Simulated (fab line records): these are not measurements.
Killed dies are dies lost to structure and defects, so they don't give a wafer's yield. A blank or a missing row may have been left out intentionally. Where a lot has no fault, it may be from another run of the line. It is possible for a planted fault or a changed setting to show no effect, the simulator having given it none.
Chamber matching    flow gf180mcu    cmp-02 running GF_V2_CMP_04: 4 sister chambers
The step polishes SiO2. 8 wafers are shown with their chamber, then 7 later ones without.

## WAFERS WITH THEIR CHAMBER
wafer   chamber  motor current A (A)  retaining ring pressure frac
L782.5  3        13.3                 1.006
L782.6  0        11.5                 1.000
L783.2  3        12.6                 1.006
L784.3  1        12.9                 0.996
L784.4  2        11.7                 1.008
L784.5  2        11.3                 1.006
L785.1  1        12.4                 1.000
L785.2  0        11.8                 1.006

## WAFERS WITHOUT THEIR CHAMBER
wafer   motor current A (A)  retaining ring pressure frac
L785.4  10.7                 0.995
L786.1  12.3                 0.998
L786.4  11.9                 0.999
L786.6  12.3                 1.004
L789.1  12.0                 0.999
L789.3  11.0                 1.005
L789.4  13.0                 1.000

## EACH ONE'S CHAMBER
wafer   from the rows above                in truth
L785.4  can't be placed: 0 or 2 or 1       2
L786.1  can't be placed: 1 or 0            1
L786.4  can't be placed: 0 or 1 or 2       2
L786.6  can't be placed: 0 or 3 or 1 or 2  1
L789.1  can't be placed: 0 or 1 or 2 or 3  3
L789.3  can't be placed: 2 or 0            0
L789.4  can't be placed: 1 or 3            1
Placed correctly: 0 of 7. Cannot be placed on the basis of these rows: 7; the candidates contain the true chamber in 7. 0 placed wrongly.
How it was worked out, from the rows above alone: a wafer's distance from a chamber is the root of the sum, over the readings, of the square of ((its reading less the chamber's mean) divided by the reading's scatter). If the next closest chamber is less than 2 further off than the closest, the wafer can't be placed; otherwise it belongs to the closest. Each chamber's mean is taken over the wafers shown for it. The scatter: take each reading less its chamber's mean, square it, sum over the shown wafers, divide by the number of wafers less the number of chambers, and take the root.
